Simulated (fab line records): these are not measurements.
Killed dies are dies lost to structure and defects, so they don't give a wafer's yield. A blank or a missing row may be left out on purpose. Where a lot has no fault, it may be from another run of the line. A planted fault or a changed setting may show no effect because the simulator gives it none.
Which of the tools did it? / flow sky130 / route of 708 steps, sampled at 1 step: 14 lots, 42 wafers

== WHAT THE GAUGES READ, wafer by wafer ==
SKY_SD_P_OVL_MEAS_08.
lot=L715; measured=day 25 10:47; on=overlay-01; SD_P_OVL (nm)=0.7 -0.2 0.6
lot=L716; measured=day 25 13:22; on=overlay-02; SD_P_OVL (nm)=2.3 2.1 0.5
lot=L718; measured=day 26 07:53; on=overlay-01; SD_P_OVL (nm)=3.5 4.5 1.9
lot=L719; measured=day 26 19:16; on=overlay-01; SD_P_OVL (nm)=1.3 -0.9 1.3
lot=L720; measured=day 27 06:03; on=overlay-02; SD_P_OVL (nm)=1.7 0.7 0.9
lot=L722; measured=day 27 14:38; on=overlay-02; SD_P_OVL (nm)=1.0 0.8 -0.3
lot=L724; measured=day 29 06:18; on=overlay-02; SD_P_OVL (nm)=3.2 2.8 2.5
lot=L723; measured=day 29 06:56; on=overlay-02; SD_P_OVL (nm)=-1.5 -2.2 0.0
lot=L730; measured=day 30 18:26; on=overlay-02; SD_P_OVL (nm)=0.0 1.3 0.1
lot=L731; measured=day 30 19:33; on=overlay-01; SD_P_OVL (nm)=-0.4 -0.8 -0.4
lot=L735; measured=day 31 19:44; on=overlay-01; SD_P_OVL (nm)=1.0 1.4 0.3
lot=L736; measured=day 32 05:05; on=overlay-02; SD_P_OVL (nm)=2.0 1.1 0.4
lot=L737; measured=day 32 16:18; on=overlay-01; SD_P_OVL (nm)=2.4 2.5 1.3
lot=L738; measured=day 32 19:51; on=overlay-02; SD_P_OVL (nm)=1.9 0.9 2.1

== EACH LOT AND THE TOOL THAT RAN IT (in order: tool; ch and the chambers of the sampled wafers; start) ==
No process step before these readings appears in the record.

== AS READ BY THE TOOLS THEMSELVES (means over the sampled wafers that have a number; for cases with no such wafer, the mark the record gives instead) ==
The record holds no such reading with a usual standard deviation.

== THE ANSWER, worked out from the rows above alone ==
Rule: usual is defined by the lots themselves. Put in order of their means at a reading, lots are off if they are a third of the lots or fewer, leave a main group of 4 or more, and stand apart from it by a gap of 3 or more times the standard deviation of the main group's means; of several such gaps the widest counts. If all means in a main group match to the digits the tables above print for the reading, that group is not used. Also off: a lot with no number at a reading for which 4 or more lots have one. Where the step has rows for the other lots, those lots are counted as sound. After the gauges, taken in route order, come the tools' own readings; for these a lot's mean is taken, as printed above. At the first step where some lot is off, the reading lying furthest off is the one used; lots without a number count as furthest.
Across all readings shown, no lot is off: no conclusion can be drawn from this.

== WHAT THE SIMULATOR HAD PUT IN ==
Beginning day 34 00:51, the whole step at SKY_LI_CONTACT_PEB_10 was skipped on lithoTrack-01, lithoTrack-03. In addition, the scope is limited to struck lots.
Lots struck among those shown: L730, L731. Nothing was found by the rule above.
